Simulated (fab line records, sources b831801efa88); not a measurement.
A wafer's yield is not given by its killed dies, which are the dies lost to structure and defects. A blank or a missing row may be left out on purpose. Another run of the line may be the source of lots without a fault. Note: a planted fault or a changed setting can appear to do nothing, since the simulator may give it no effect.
fab line records    flow sfqLine
record: lots: 5  wafers: 15  lastDay: 81
route steps=325 shown I4@167 JJ@178 M5@198 M8@325
lots with no fault: from the same line, run without faults
startH: hours from the record's opening day to when the first of the lot's shown wafers began    waitH: how many hours have passed since the lot's step before this one    " same as the row above    L1.1+2: several wafers, shown together as one row    - value missing, or start not given    * or withheld: withheld    < > ~ a bound
route shown NAME@n: NAME is a module with steps in the file, n the number in the route of the first one    usual: mean/standard deviation of fault-free wafers    same: alike in all rows    chamber/n: place in a boat    sites: the reading at each site    _std_site: how widely they spread, as a standard deviation    _edge_site: inner sites' mean taken away from outer sites' mean    radiusMm: how far each site lies from the wafer's centre    mask NAME#n: copy n    behind: the most recent tool/chamber to have shaped the wafer    hold: reason for holding the lot/hours on hold/outcome of the hold    device: the n, p or np transistor that did not switch    end of line: tests of these same wafers at the route's end    a step given without rows: its recipe and nothing more    killed: count of dies lost to structure and defects at first sort (not the wafer's yield)    map: a wafer's dies, marking killed ones x, the rest . and places with no die _
set.NAME: the setting that was run; set.NAME@STEP: the one run at that earlier step    model.NAME: the simulator's own value behind a step, which no gauge read
a table for each step, a row for each wafer; lots at some steps of the route
services: a tool's chamber out of use, with start hour (startH, from the record's first day; less than 0 if before it), hours out, and reason
== steps ==
step: SFQ_TRILAYER_I4_VIA_LITHO_COAT_108
recipe: resist: BARC  spinRpm: 3000  resistThkNm: 62
step: SFQ_TRILAYER_I4_VIA_LITHO_COAT_103
recipe: resist: KrF  spinRpm: 3000  resistThkNm: 650
step: SFQ_TRILAYER_I4_VIA_LITHO_SOFTBAKE_107
recipe: tempC: withheld  timeS: withheld  resist: KrF
step: SFQ_TRILAYER_I4_VIA_LITHO_EXPOSE_104
recipe: maskId: I4  na: 0.6  sourceShape: conventional  sigmaOuter: 0.65  targetCdNm: 700  doseMj: 21.3
step: SFQ_TRILAYER_I4_VIA_LITHO_PEB_106
recipe: pebTempC: 115  pebTimeS: 60  resist: KrF
step: SFQ_TRILAYER_I4_VIA_LITHO_DEVELOP_105
recipe: timeS: 60  resist: KrF
step: SFQ_I4_OVL_MEAS_928
usual: I4_OVL: 0/6.1
lot.wafer  tool        chamber  startH   waitH  I4_OVL[nm]
L556.1     overlay-01  -        1164.73  0.1    2
L556.2     "           -        "        "      3
L556.5     "           -        "        "      6
L557.3     overlay-01  -        1168.34  0.1    -5
L557.5     "           -        "        "      -13
L557.6     "           -        "        "      -14
L564.3     overlay-02  -        1308.35  0.1    2
L564.4     "           -        "        "      -2
L564.6     "           -        "        "      4
L575.1     overlay-01  -        1421.29  0.1    1
L575.2     "           -        "        "      18
L575.6     "           -        "        "      14
L576.1     overlay-02  -        1431.02  0.1    -3
L576.2     "           -        "        "      -1
L576.4     "           -        "        "      0
step: SFQ_TRILAYER_I4_VIA_BARC_OPEN_VIA_ETCH_146
recipe: maskMaterial: PR  chemistry: O2  targetDepthNm: 125  target: BARC  sourceW: 500  biasW: 80  pressureMtorr: 30  timeS: 41.7
usual: drypumpMotorCurrentA: 5.7/0.54  oesProductAu: 0.685/0.0045
lot.wafer  tool        chamber  startH   waitH  drypumpMotorCurrentA  oesProductAu  rfHoursCounterH
L556.1     rieDiel-01  3        1164.76  0.0    4.8                   0.685         2
L556.2     "           2        "        "      5.5                   0.686         7
L556.5     "           0        "        "      4.8                   0.686         -
L557.3     rieDiel-03  1        1168.36  0.0    6.4                   0.680         16
L557.5     "           1        "        "      6.4                   0.682         -
L557.6     "           0        "        "      5.2                   0.681         -
L564.3     rieDiel-03  3        1308.37  0.0    6.2                   0.685         17
L564.4     "           1        "        "      6.4                   0.682         -
L564.6     "           3        "        "      6.2                   0.681         -
L575.1     rieDiel-04  0        1421.33  0.0    6.2                   0.679         18
L575.2     "           2        "        "      5.5                   0.684         17
L575.6     "           3        "        "      6.4                   0.686         -
L576.1     rieDiel-04  1        1431.05  0.0    5.2                   0.683         17
L576.2     "           0        "        "      6.2                   0.686         19
L576.4     "           2        "        "      5.5                   0.683         17
step: SFQ_TRILAYER_I4_VIA_ETCH_VIA_ETCH_106
recipe: target: SiO2  stopOn: Nb  maskMaterial: PR  taperDeg: 20  chemistry: CHF3  targetDepthNm: 260  sourceW: 500  biasW: 80  pressureMtorr: 30  timeS: withheld
step: SFQ_TRILAYER_I4_VIA_STRIP_STRIP_107
recipe: gas: O2  powerW: 200  platenTempC: 40  overashFraction: 0.65  chemistry: O2  pressureMtorr: 50
usual: drypumpMotorCurrentA: 5.8/0.31  oesProductAu: 1.003/0.0076
lot.wafer  tool         chamber  startH   waitH  drypumpMotorCurrentA  oesProductAu  rfHoursCounterH
L556.1     rieMetal-03  1        1164.91  -      6.3                   0.991         135
L556.2     "            1        "        "      6.3                   0.989         -
L556.5     "            1        "        "      6.3                   1.000         -
L557.3     rieMetal-04  0        1168.71  -      5.3                   0.996         -
L557.5     "            0        "        "      5.3                   0.995         -
L557.6     "            1        "        "      5.9                   1.004         -
L564.3     rieMetal-01  1        1308.73  -      5.8                   1.001         -
L564.4     "            0        "        "      5.7                   1.009         -
L564.6     "            0        "        "      5.7                   1.013         -
L575.1     rieMetal-03  1        1421.48  -      6.3                   1.009         27
L575.2     "            0        "        "      5.7                   1.003         40
L575.6     "            1        "        "      6.3                   1.002         -
L576.1     rieMetal-03  1        1431.21  -      6.3                   1.003         28
L576.2     "            0        "        "      5.7                   1.010         41
L576.4     "            1        "        "      6.3                   1.006         -
step: SFQ_TRILAYER_I4_VIA_STRIP_SOLV_CLEAN_108
recipe: chemistry: NMP  tempC: 70  timeS: 600
step: SFQ_TRILAYER_JJ_TRILAYER_DEP_PRE_CLEAN_113
recipe: gas: Ar  timeS: 22.5  biasV: 250
step: SFQ_TRILAYER_JJ_TRILAYER_DEP_SPUTTER_109
recipe: material: Nb  basePressurePa: 1.33e-06  chamberPressurePa: 0.1333  substrateTempC: 20  targetThkNm: 150  powerW: 2000  timeS: 100
usual: cathodeDcPowerW: 2000.0/0.35  throttleValvePct: 30.1/0.61
lot.wafer  tool           chamber  startH   waitH  cathodeDcPowerW  throttleValvePct  model.Nb_of_TRILAYER_JJ_TRILAYER_DEP_SPUTTER_109.thkNm
L556.1     pvdSputter-03  -        1166.32  0.0    2000.1           30.7              148.5
L556.2     "              -        "        "      1999.7           29.6              148
L556.5     "              -        "        "      1999.6           29.7              149.3
L557.3     pvdSputter-05  -        1169.32  0.0    1999.6           30.1              149.5
L557.5     "              -        "        "      2000.7           30.0              150.4
L557.6     "              -        "        "      2000.1           31.2              149
L564.3     pvdSputter-03  -        1309.35  0.0    1999.7           30.8              149.4
L564.4     "              -        "        "      1580.4           29.6              117.8
L564.6     "              -        "        "      1999.9           30.0              153.1
L575.1     pvdSputter-04  -        1422.29  0.0    2000.0           30.5              147.7
L575.2     "              -        "        "      2000.1           29.8              149.8
L575.6     "              -        "        "      1999.9           30.6              149
L576.1     pvdSputter-04  -        1432.01  0.0    1999.5           30.1              150.3
L576.2     "              -        "        "      2000.3           30.0              151.7
L576.4     "              -        "        "      2000.2           30.8              149.6
step: SFQ_TRILAYER_JJ_TRILAYER_DEP_SPUTTER_110
recipe: material: Al  basePressurePa: 1.33e-06  targetThkNm: 8  powerW: 500  timeS: 10  chamberPressurePa: 0.4
step: SFQ_TRILAYER_JJ_TRILAYER_DEP_AL_OXIDATION_111
recipe: pressureMbar: 0.014667  oxidationTimeS: 600  temperatureK: 293
step: SFQ_TRILAYER_JJ_TRILAYER_DEP_SPUTTER_112
recipe: material: Nb  basePressurePa: 1.33e-06  chamberPressurePa: 0.1333  substrateTempC: 20  targetThkNm: 170  powerW: 2000  timeS: 113.3
step: SFQ_JJ_RS_MEAS_929
recipe: thkMeasGauge: four-point-probe  reads: Nb_of_TRILAYER_JJ_TRILAYER_DEP_SPUTTER_112
usual: JJ_NB_RS: 1.046/0.012
lot.wafer  tool          chamber  startH   waitH  JJ_NB_RS[ohm/sq]
L557.3     filmMetro-01  -        1170.53  0.1    1.050
L557.5     "             -        "        "      1.051
L557.6     "             -        "        "      1.037
L556.1     filmMetro-02  -        1173.04  0.0    1.042
L556.2     "             -        "        "      1.056
L556.5     "             -        "        "      1.022
L564.3     filmMetro-02  -        1310.56  0.1    1.053
L564.4     "             -        "        "      1.070
L564.6     "             -        "        "      1.058
L575.1     filmMetro-01  -        1423.46  0.0    1.065
L575.2     "             -        "        "      1.072
L575.6     "             -        "        "      1.064
L576.1     filmMetro-03  -        1433.18  0.0    1.060
L576.2     "             -        "        "      1.056
L576.4     "             -        "        "      1.051
step: SFQ_TRILAYER_JJ_CE_LITHO_COAT_119
recipe: resist: BARC  spinRpm: 3000  resistThkNm: 62
step: SFQ_TRILAYER_JJ_CE_LITHO_COAT_114
recipe: resist: KrF  spinRpm: 3000  resistThkNm: 600
step: SFQ_TRILAYER_JJ_CE_LITHO_SOFTBAKE_118
recipe: tempC: withheld  timeS: withheld  resist: KrF
step: SFQ_TRILAYER_JJ_CE_LITHO_EXPOSE_115
recipe: maskId: J5  na: 0.6  sourceShape: conventional  sigmaOuter: 0.65  targetCdNm: 700  doseMj: 14.4
step: SFQ_TRILAYER_JJ_CE_LITHO_PEB_117
recipe: pebTempC: 115  pebTimeS: 60  resist: KrF
step: SFQ_TRILAYER_JJ_CE_LITHO_DEVELOP_116
recipe: timeS: 60  resist: KrF
step: SFQ_JJ_OVL_MEAS_931
usual: J5_OVL: 1/5
lot.wafer  tool        chamber  startH   waitH  J5_OVL[nm]
L557.3     overlay-01  -        1176.74  0.1    -2
L557.5     "           -        "        "      -11
L557.6     "           -        "        "      -11
L556.1     overlay-01  -        1180.33  0.1    -1
L556.2     "           -        "        "      3
L556.5     "           -        "        "      -1
L564.3     overlay-01  -        1314.15  0.1    2
L564.4     "           -        "        "      3
L564.6     "           -        "        "      1
L575.1     overlay-02  -        1537.16  0.1    -8
L575.2     "           -        "        "      -4
L575.6     "           -        "        "      -5
L576.1     overlay-01  -        1546.25  0.1    -4
L576.2     "           -        "        "      1
L576.4     "           -        "        "      0
step: SFQ_TRILAYER_JJ_CE_METRO_MEASURE_117
usual: cdNm: 700.0/1.3
lot.wafer  tool      chamber  startH   waitH  cdNm
L557.3     cdSem-02  -        1177.16  0.4    702.0
L557.5     "         -        "        "      701.2
L557.6     "         -        "        "      701.2
L556.1     cdSem-01  -        1180.36  0.0    702.5
L556.2     "         -        "        "      701.1
L556.5     "         -        "        "      702.3
L564.3     cdSem-02  -        1314.57  0.4    699.4
L564.4     "         -        "        "      700.2
L564.6     "         -        "        "      701.5
L575.1     cdSem-01  -        1537.20  0.0    699.8
L575.2     "         -        "        "      698.3
L575.6     "         -        "        "      699.8
L576.1     cdSem-02  -        1546.29  0.0    700.2
L576.2     "         -        "        "      700.7
L576.4     "         -        "        "      701.6
step: SFQ_TRILAYER_JJ_CE_BARC_OPEN_RIE_150
recipe: maskMaterial: PR  chemistry: O2  targetDepthNm: 240  target: BARC  icpW: 600  biasW: 80  pressureMtorr: 10  timeS: 80
step: SFQ_TRILAYER_JJ_CE_ETCH_RIE_118
recipe: target: Nb  stopOn: Al2O3  maskMaterial: PR  taperDeg: 13.257  overEtchFrac: 0.15  timeS: 97.7  chemistry: SF6  targetDepthNm: 170  icpW: 600  biasW: 80  pressureMtorr: 10
usual: drypumpMotorCurrentA: 6.04/0.28  oesProductAu: 0.989/0.0076
lot.wafer  tool         chamber  startH   waitH  drypumpMotorCurrentA  oesProductAu  rfHoursCounterH
L557.3     rieMetal-01  0        1178.09  0.1    5.69                  0.993         -
L557.5     "            0        "        "      5.69                  0.993         -
L557.6     "            1        "        "      5.83                  0.998         -
L556.1     rieMetal-03  1        1181.65  0.1    6.32                  0.989         138
L556.2     "            0        "        "      5.77                  0.994         3
L556.5     "            0        "        "      5.74                  0.998         -
L564.3     rieMetal-03  1        1315.50  0.1    6.33                  0.986         -
L564.4     "            0        "        "      5.73                  0.981         -
L564.6     "            0        "        "      5.73                  0.993         -
L575.1     rieMetal-02  1        1538.49  0.1    6.24                  0.980         37
L575.2     "            0        "        "      6.38                  0.975         110
L575.6     "            1        "        "      6.25                  0.982         -
L576.1     rieMetal-02  0        1547.58  0.1    6.34                  0.991         111
L576.2     "            1        "        "      6.23                  0.974         38
L576.4     "            1        "        "      6.25                  0.986         -
step: SFQ_TRILAYER_JJ_ANODIZE_ANODIZE_119
recipe: currentDensityMaCm2: withheld  endCurrentDensityMaCm2: withheld  bathTempC: withheld
step: SFQ_TRILAYER_JJ_CE_STRIP_STRIP_120
recipe: gas: O2  powerW: 200  platenTempC: 40  overashFraction: 0.65  chemistry: O2  pressureMtorr: 50
step: SFQ_TRILAYER_JJ_CE_STRIP_SOLV_CLEAN_121
recipe: chemistry: NMP  tempC: 70  timeS: 600
step: SFQ_TRILAYER_M5_LITHO_COAT_128
recipe: resist: BARC  spinRpm: 3000  resistThkNm: 62
step: SFQ_TRILAYER_M5_LITHO_COAT_123
recipe: resist: KrF  spinRpm: 3000  resistThkNm: 600
step: SFQ_TRILAYER_M5_LITHO_SOFTBAKE_127
recipe: tempC: withheld  timeS: withheld  resist: KrF
step: SFQ_TRILAYER_M5_LITHO_EXPOSE_124
recipe: maskId: M5  na: 0.6  sourceShape: conventional  sigmaOuter: 0.65  targetCdNm: 700  doseMj: 14.4
step: SFQ_TRILAYER_M5_LITHO_PEB_126
recipe: pebTempC: 115  pebTimeS: 60  resist: KrF
step: SFQ_TRILAYER_M5_LITHO_DEVELOP_125
recipe: timeS: 60  resist: KrF
step: SFQ_M5_OVL_MEAS_932
usual: M5_OVL: 0/5.9
lot.wafer  tool        chamber  startH   waitH  M5_OVL[nm]
L557.3     overlay-01  -        1193.74  0.1    6
L557.5     "           -        "        "      -2
L557.6     "           -        "        "      4
L556.1     overlay-01  -        1194.92  0.1    -6
L556.2     "           -        "        "      -7
L556.5     "           -        "        "      -2
L564.3     overlay-01  -        1322.20  0.1    9
L564.4     "           -        "        "      -3
L564.6     "           -        "        "      -2
L575.1     overlay-02  -        1634.86  0.1    -11
L575.2     "           -        "        "      -11
L575.6     "           -        "        "      -11
L576.1     overlay-01  -        1644.46  0.1    6
L576.2     "           -        "        "      9
L576.4     "           -        "        "      6
step: SFQ_TRILAYER_M5_BARC_OPEN_METAL_ETCH_161
recipe: maskMaterial: PR  chemistry: O2  targetDepthNm: 125  target: BARC  icpW: 600  biasW: 80  pressureMtorr: 10  timeS: 41.7
step: SFQ_TRILAYER_M5_ETCH_METAL_ETCH_126
recipe: target: Nb  stopOn: SiO2  maskMaterial: PR  overEtchFrac: 0.15  timeS: 203.2  chemistry: Cl2/BCl3  targetDepthNm: 265  icpW: 600  biasW: 80  pressureMtorr: 10
usual: drypumpMotorCurrentA: 5.8/0.32  oesProductAu: 0.728/0.0059
lot.wafer  tool         chamber  startH   waitH  drypumpMotorCurrentA  oesProductAu  rfHoursCounterH  model.M5.featureDepthNm  model.etch.depthNm
L557.3     rieMetal-04  1        1193.89  0.1    5.8                   0.726         -                162                      149.5
L557.5     "            1        "        "      5.8                   0.734         -                162.8                    150.4
L557.6     "            0        "        "      5.3                   0.717         -                161.4                    149
L556.1     rieMetal-01  1        1195.02  0.0    5.8                   0.730         8                160.8                    148.5
L556.2     "            0        "        "      5.7                   0.721         25               160.5                    148
L556.5     "            0        "        "      5.7                   0.731         -                161.9                    149.3
L564.3     rieMetal-02  0        1322.35  0.1    6.4                   0.723         -                161.6                    149.4
L564.4     "            1        "        "      6.2                   0.651         -                130                      117.8
L564.6     "            0        "        "      6.4                   0.740         -                165.4                    153.1
L575.1     rieMetal-04  0        1634.96  0.0    5.2                   0.721         14               159.9                    147.7
L575.2     "            1        "        "      5.8                   0.721         77               162.3                    149.8
L575.6     "            0        "        "      5.3                   0.732         -                161.2                    149
L576.1     rieMetal-02  1        1644.56  0.0    6.2                   0.732         50               162.4                    150.3
L576.2     "            0        "        "      6.4                   0.731         126              163.9                    151.7
L576.4     "            0        "        "      6.4                   0.734         -                161.8                    149.6
step: SFQ_TRILAYER_M5_STRIP_STRIP_127
recipe: gas: O2  powerW: 200  platenTempC: 40  overashFraction: 0.65  chemistry: O2  pressureMtorr: 50
usual: drypumpMotorCurrentA: 5.8/0.31  oesProductAu: 1.004/0.0072
lot.wafer  tool         chamber  startH   waitH  drypumpMotorCurrentA  oesProductAu  rfHoursCounterH
L557.3     rieMetal-04  1        1194.21  0.3    5.8                   1.015         -
L557.5     "            1        "        "      5.9                   1.011         -
L557.6     "            0        "        "      5.3                   1.005         -
L556.1     rieMetal-01  1        1195.21  0.1    5.8                   1.008         9
L556.2     "            0        "        "      5.7                   1.016         25
L556.5     "            0        "        "      5.7                   1.015         -
L564.3     rieMetal-02  0        1322.68  0.3    6.4                   1.009         -
L564.4     "            1        "        "      6.2                   1.000         -
L564.6     "            0        "        "      6.4                   0.999         -
L575.1     rieMetal-04  0        1635.15  0.1    5.3                   1.003         14
L575.2     "            1        "        "      5.8                   1.010         77
L575.6     "            0        "        "      5.3                   1.002         -
L576.1     rieMetal-02  1        1644.75  0.1    6.2                   0.982         50
L576.2     "            0        "        "      6.4                   0.995         126
L576.4     "            0        "        "      6.4                   0.996         -
step: SFQ_TRILAYER_M5_STRIP_SOLV_CLEAN_128
recipe: chemistry: NMP  tempC: 70  timeS: 600
step: SFQ_M8_BOW_MEAS_951
recipe: mode: bow
usual: M8_BOW: 6/12
lot.wafer  tool          chamber  startH   waitH  M8_BOW[um]  model.etest.m5.ohmUm  model.etest.i4.linkOhm  model.etest.m5.ohmSq  model.etest.i5.linkOhm
L557.3     filmMetro-02  -        1754.48  0.0    2           1.701                 2.184                   1.191                 2.257
L557.5     "             -        "        "      4           1.687                 2.167                   1.184                 2.278
L557.6     "             -        "        "      -1          1.711                 2.19                    1.195                 2.288
L556.1     filmMetro-03  -        1759.64  0.0    5           1.712                 2.192                   1.199                 2.298
L556.2     "             -        "        "      -1          1.716                 2.187                   1.203                 2.304
L556.5     "             -        "        "      -3          1.701                 2.172                   1.192                 2.288
L564.3     filmMetro-04  -        1878.29  0.0    6           1.7                   2.179                   1.192                 2.279
L564.4     "             -        "        "      8           2.156                 2.509                   1.511                 2.614
L564.6     "             -        "        "      -1          1.661                 2.139                   1.163                 2.242
L575.1     filmMetro-03  -        1944.90  0.0    -1          1.72                  2.198                   1.206                 2.291
L575.2     "             -        "        "      -1          1.692                 2.201                   1.189                 2.277
L575.6     "             -        "        "      -1          1.711                 2.192                   1.195                 2.294
L576.1     filmMetro-03  -        1948.50  0.0    4           1.691                 2.167                   1.184                 2.275
L576.2     "             -        "        "      -5          1.675                 2.163                   1.174                 2.275
L576.4     "             -        "        "      -8          1.699                 2.16                    1.19                  2.29
== services ==
tool         chamber  startH   hours  kind
cdSem-01     -        1146.27  0.5    pm
rieMetal-01  0        1154.19  8.4    repair
rieDiel-04   2        1166.42  9.8    repair
rieMetal-02  -        1191.53  2.8    pm
rieMetal-02  -        1209.95  1.0    repair
cdSem-02     -        1289.80  1.7    pm
cdSem-02     -        1307.31  1.5    pm
cdSem-02     -        1317.41  1.2    pm
cdSem-02     -        1322.25  0.5    pm
rieMetal-04  0        1356.73  22.2   repair
rieMetal-01  -        1399.62  1.2    repair
rieMetal-03  -        1402.07  0.6    repair
rieMetal-03  -        1432.40  2.8    pm
rieMetal-01  1        1433.67  11.6   repair
rieMetal-01  1        1448.75  8.4    repair
cdSem-02     -        1491.22  1.0    pm
cdSem-02     -        1501.41  2.1    pm
cdSem-02     -        1506.25  1.7    pm
rieMetal-04  0        1522.88  26.9   repair
rieMetal-04  -        1526.55  2.8    pm
rieMetal-03  -        1540.31  0.3    repair
cdSem-02     -        1560.73  2.5    pm
rieMetal-02  1        1574.40  13.5   repair
rieMetal-01  -        1611.24  4.3    pm
== key ==
firstSign: step: SFQ_TRILAYER_JJ_TRILAYER_DEP_SPUTTER_109  reading: cathodeDcPowerW  direction: down  sigmas: 99+  usual: 2000.0  struck: 1580.4
effect: step: SFQ_TRILAYER_M5_ETCH_METAL_ETCH_126  reading: oesProductAu  direction: down  sigmas: 13  usual: 0.728  struck: 0.651
modelEffect: step: SFQ_TRILAYER_JJ_TRILAYER_DEP_SPUTTER_109  value: Nb_of_TRILAYER_JJ_TRILAYER_DEP_SPUTTER_109.thkNm  without: 149.3  struck: 117.8
modelEffect: step: SFQ_TRILAYER_M5_ETCH_METAL_ETCH_126  value: M5.featureDepthNm  without: 161.6  struck: 130
modelEffect: step: SFQ_M8_BOW_MEAS_951  value: etest.m5.ohmUm  without: 1.701  struck: 2.156
metAt SFQ_TRILAYER_JJ_TRILAYER_DEP_SPUTTER_109
struckWafers L564.4
onsetBetween 1166.32 1309.35
fault: kind: processParameterDrift  tool: pvdSputter-03  chamber: -  onsetH: 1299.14  steps: SFQ_TRILAYER_JJ_TRILAYER_DEP_SPUTTER_109  channel: powerW  offset: -420.13  shape: step  endH: 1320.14  actsIn: theseRecipesOnly  stated: 2000  scope: struckWafersOnly
